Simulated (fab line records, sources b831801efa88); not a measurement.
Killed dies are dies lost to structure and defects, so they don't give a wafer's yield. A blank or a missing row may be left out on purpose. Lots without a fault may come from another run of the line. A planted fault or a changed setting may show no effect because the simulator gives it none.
One fault seen from 2 desks | flow gf180mcu | each desk has only its own numbers; what lay behind them comes last

THE TOOL OWNER'S DESK: rtp_anneal-02
The tool's own readings at GF_PSD_RTA_13 (time 20 s): means of the sampled wafers that have a number, for each lot that ran on this tool. A lot is out of limits, marked OUT, if its mean lies more than 4 standard deviations from the usual mean; the brackets give that distance.
Columns: A = lamp_power_pct at GF_PSD_RTA_13, usual 36.6 %; B = wafer_temp_C_max at GF_PSD_RTA_13, usual 1029.2
lot  | first seen here | A    | B
L630 | day 14 20:28    | 33.8 | 1030.0
L632 | day 15 22:34    | 33.8 | 1028.7
L638 | day 17 17:31    | 33.9 | 1028.8
L642 | day 19 12:36    | 33.8 | 1029.6
L645 | day 20 09:17    | 35.7 | 1029.9
L646 | day 20 16:24    | 35.7 | 1029.0
This desk's finding: nothing out of limits on any of the 6 lots.

THE METROLOGY DESK
What the gauges read, lot by lot, whatever tool the lot ran on: means of the sampled wafers that have a number. A lot is out of limits, marked OUT, if its mean lies more than 4 standard deviations from the usual mean; the brackets give that distance.
Columns: A = HV_LDD_03_OVL at GF_HV_LDD_OVL_MEAS_47, usual -0.1 nm; B = NSD_RS at GF_PSD_RS_MEAS_14, usual 46.14 ohm/sq; C = PSD_RS at GF_PSD_RS_MEAS_15, usual 108.54 ohm/sq
lot  | first seen here | A    | B               | C
L628 | day 12 04:34    | 1.5  | 46.22           | 108.39
L630 | day 12 23:29    | 1.5  | 46.14           | 108.69
L632 | day 14 00:14    | 0.8  | 46.07           | 108.30
L633 | day 14 07:05    | -0.8 | 46.18           | 108.30
L634 | day 14 18:29    | 1.5  | 45.98           | 108.53
L635 | day 15 01:08    | 0.8  | 46.18           | 108.58
L638 | day 15 15:51    | 0.8  | 46.15           | 108.77
L641 | day 16 16:39    | -0.7 | 46.14           | 108.67
L642 | day 17 08:13    | -0.1 | 46.10           | 108.32
L645 | day 18 04:55    | -1.0 | 43.19 (-41) OUT | 100.01 (-33) OUT
L646 | day 18 12:13    | -2.0 | 43.16 (-41) OUT | 100.12 (-32) OUT
L649 | day 19 11:14    | -0.7 | 46.22           | 108.71
This desk's finding: out of limits on L645, L646; first on L645, day 20 09:24 (NSD_RS at GF_PSD_RS_MEAS_14). In limits: L628, L630, L632, L633, L634, L635, L638, L641, L642, L649.

PUT TOGETHER
The metrology desk could have raised an alarm at day 20 09:24, on L645, L646.
The tool owner's desk saw nothing out of limits.
The tool owner's desk has L645, L646 on record, within its limits.
Of the lots named, all ran GF_PSD_RTA_13 on rtp_anneal-02.

WHAT THE SIMULATOR HAD PUT IN
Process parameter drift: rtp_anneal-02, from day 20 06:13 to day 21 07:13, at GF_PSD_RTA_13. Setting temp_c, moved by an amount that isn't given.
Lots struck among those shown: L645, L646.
Hours from the fault's start to each desk's first reading out of limits: the metrology desk, 3.
